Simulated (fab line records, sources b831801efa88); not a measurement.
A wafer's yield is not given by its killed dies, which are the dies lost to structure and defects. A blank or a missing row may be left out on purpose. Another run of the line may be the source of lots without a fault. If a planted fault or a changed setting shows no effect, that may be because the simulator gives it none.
Comparing a struck lot with a sound one    flow sky130    43 out of 708 route steps
Sound: wafers L706.3, L706.5, L706.6. The struck wafers were L715.1, L715.5, L715.6. The cause is given at the end.
Per side, at each step with rows, come the tool, then ch with its chambers, and then its first start. Under that, the readings that differ: sound wafers    struck wafers    difference of the means    sigmas: that difference in standard deviations of wafers without a fault.
alike: words and numbers the same on both sides, and readings whose means are apart by under 2 such deviations; not compared: readings that were withheld, readings missing a value for some wafer, numbers with overlapping values and no deviation given by the record, and bounds like >300 which may hide the same value.
A row with sigmas, a row that says differs or no value, or rows on one side alone: a step with any of these is where the two part. Numbers that don't overlap but have no deviation are shown without sigmas and don't part them. A reading that every wafer of one side lacks parts them only if that side has two wafers or more.

first, 7 steps without rows for these wafers: SKY_LDD_N_DEHYDRATE_00 (time 60 s); SKY_LDD_N_HMDS_01 (prime time 60 s); SKY_LDD_N_COAT_02 (resist thk 300 nm); SKY_LDD_N_SOFTBAKE_03 (time 60 s); SKY_LDD_N_EXPOSE_04 (exposes mask NTM, target cd 840 nm); SKY_LDD_N_PEB_05; SKY_LDD_N_DEVELOP_06 (develop time 60 s).
SKY_LDD_N_OVL_MEAS_07:
  sound: overlay-02 at day 21 01:25; struck: overlay-01 at day 23 06:01
  alike: LDD_N_OVL
then, 4 steps without rows for these wafers: SKY_LDD_N_IMPLANT_08; SKY_LDD_N_IMPLANT_09; SKY_LDD_N_IMPLANT_10; SKY_LDD_N_IMPLANT_11.
SKY_LDD_N_IMPLANT_12:
  sound on implanter-02 ch 0, day 21 02:05; struck on implanter-01 ch 0, day 23 06:39
  alike: end-station-pressure-torr
then, 3 steps without rows for these wafers: SKY_LDD_N_IMPLANT_13; SKY_LDD_N_IMPLANT_14; SKY_LDD_N_IMPLANT_15.
SKY_LDD_N_STRIP_16: strips in O2/N2.
  sound on plasma-asher-03 ch 0,1, day 21 02:40; struck on plasma-asher-03 ch 0,1, day 23 07:15
  alike: chamber-pressure-mTorr, drypump-motor-current-A, oes-product-au, strip-time-to-endpoint-s
  not compared: rf-hours-counter-h
SKY_LDD_N_TW_MEAS_17:
  sound: film-metro-04 at day 21 02:46; struck: film-metro-01 at day 23 07:21
  alike: LDD_N_TW
then, 7 steps without rows for these wafers: SKY_LDD_P_DEHYDRATE_00 (time 60 s); SKY_LDD_P_HMDS_01 (prime time 60 s); SKY_LDD_P_COAT_02 (resist thk 1140 nm); SKY_LDD_P_SOFTBAKE_03 (time 60 s); SKY_LDD_P_EXPOSE_04 (exposes mask PSDM, target cd 380 nm); SKY_LDD_P_PEB_05; SKY_LDD_P_DEVELOP_06 (develop time 60 s).
SKY_LDD_P_CD_MEAS_07: target cd 380 nm.
  sound: cd-sem-01 at day 22 09:11; struck: cd-sem-02 at day 24 12:04
reading     sound              struck             difference  sigmas
cd-nm (nm)  384.3 387.0 382.7  375.9 379.8 382.1  -5.4        -2
SKY_LDD_P_OVL_MEAS_08:
  sound: overlay-01 at day 22 09:17; struck: overlay-01 at day 24 12:11
reading         sound           struck       difference  sigmas
LDD_P_OVL (nm)  -1.0 -0.7 -0.5  1.8 4.7 3.5  +4.1        +3
after that, 1 step had no rows for these wafers: SKY_LDD_P_IMPLANT_09.
SKY_LDD_P_STRIP_10: strips in O2/N2.
  sound on plasma-asher-04 ch 0,1, day 22 09:31; struck on plasma-asher-04 ch 0,1, day 24 12:22
  alike: chamber-pressure-mTorr, drypump-motor-current-A, oes-product-au, strip-time-to-endpoint-s
  not compared: rf-hours-counter-h
SKY_LDD_P_TW_MEAS_11:
  sound: film-metro-03 at day 22 09:35; struck: film-metro-01 at day 24 12:28
reading   sound        struck       difference  sigmas
LDD_P_TW  642 640 639  629 631 629  -11         -3
then, 7 steps without rows for these wafers: SKY_LDD_HVN_DEHYDRATE_00 (time 60 s); SKY_LDD_HVN_HMDS_01 (prime time 60 s); SKY_LDD_HVN_COAT_02 (resist thk 300 nm); SKY_LDD_HVN_SOFTBAKE_03 (time 60 s); SKY_LDD_HVN_EXPOSE_04 (exposes mask HVNTM, target cd 700 nm); SKY_LDD_HVN_PEB_05; SKY_LDD_HVN_DEVELOP_06 (develop time 60 s).
SKY_LDD_HVN_OVL_MEAS_07:
  sound: overlay-01 at day 23 16:16; struck: overlay-02 at day 25 17:10
  alike: LDD_HVN_OVL
after that, 1 step had no rows for these wafers: SKY_LDD_HVN_IMPLANT_08.
SKY_LDD_HVN_STRIP_09: strips in O2/N2.
  sound on plasma-asher-03 ch 0,1, day 23 16:28; struck on plasma-asher-04 ch 0,1, day 25 17:22
  alike: chamber-pressure-mTorr, drypump-motor-current-A, oes-product-au, strip-time-to-endpoint-s
  not compared: rf-hours-counter-h
SKY_LDD_HVN_TW_MEAS_10:
  sound: film-metro-03 at day 23 16:34; struck: film-metro-04 at day 25 17:28
  alike: LDD_HVN_TW
then, 1 step without rows for these wafers: SKY_LDD_HVP_DEHYDRATE_00 (time 60 s).
-- record jumps: 24 days separate the struck wafers' starts on either side; left off in module LDD_HVP, taken up again in module PAD_OPEN, whose first shown step is the route's number 708 --
SKY_PAD_OPEN_PROBE_99:
  sound: prober-01 at day 48 09:34; struck: prober-01 at day 49 08:30
reading                                            sound                 struck                difference  sigmas
model.etest.diode-nwell-sub.leak-log10-a-cm2       -7.156 -7.305 -7.356  -5.741 -5.808 -5.649  +1.540      
model.etest.diode-dnwell-sub.leak-log10-a-cm2      -7.353 -7.223 -7.185  -5.858 -5.675 -5.691  +1.512      
model.etest.diode-pwell-dnwell.leak-log10-a-cm2    -7.451 -7.658 -7.148  -5.874 -6.07 -6.12    +1.398      
model.etest.diode-ndiff-pwell-hv.leak-log10-a-cm2  -6.788 -6.867 -6.751  -5.812 -5.923 -6.044  +0.876      
model.etest.diode-pdiff-nwell-hv.leak-log10-a-cm2  -6.477 -6.849 -6.854  -5.869 -5.814 -5.81   +0.896      
model.etest.diode-ndiff-pwell.leak-log10-a-cm2     -7.248 -7.244 -7.442  -6.376 -6.308 -6.536  +0.905      
model.etest.diode-pdiff-nwell.leak-log10-a-cm2     -7.174 -7.071 -7.136  -6.461 -6.462 -6.628  +0.610      
model.etest.nfet_16v.off-log10-a-um                -13.94 -13.83 -13.84  -12.81 -13.06 -13.01  +0.91       
  alike: killed_at_M0_to_M3, killed_at_M4_up, killed-at-contacts, killed-at-front-end, killed-at-other, killed-dies, killed-open, killed-short

WHERE THEY PART
First at SKY_LDD_P_CD_MEAS_07; last, within this record, at SKY_LDD_P_TW_MEAS_11. Later steps at which nothing parts them and some readings are alike: SKY_LDD_HVN_OVL_MEAS_07, SKY_LDD_HVN_STRIP_09, SKY_LDD_HVN_TW_MEAS_10, SKY_PAD_OPEN_PROBE_99.

WHY: what had been put in by the simulator
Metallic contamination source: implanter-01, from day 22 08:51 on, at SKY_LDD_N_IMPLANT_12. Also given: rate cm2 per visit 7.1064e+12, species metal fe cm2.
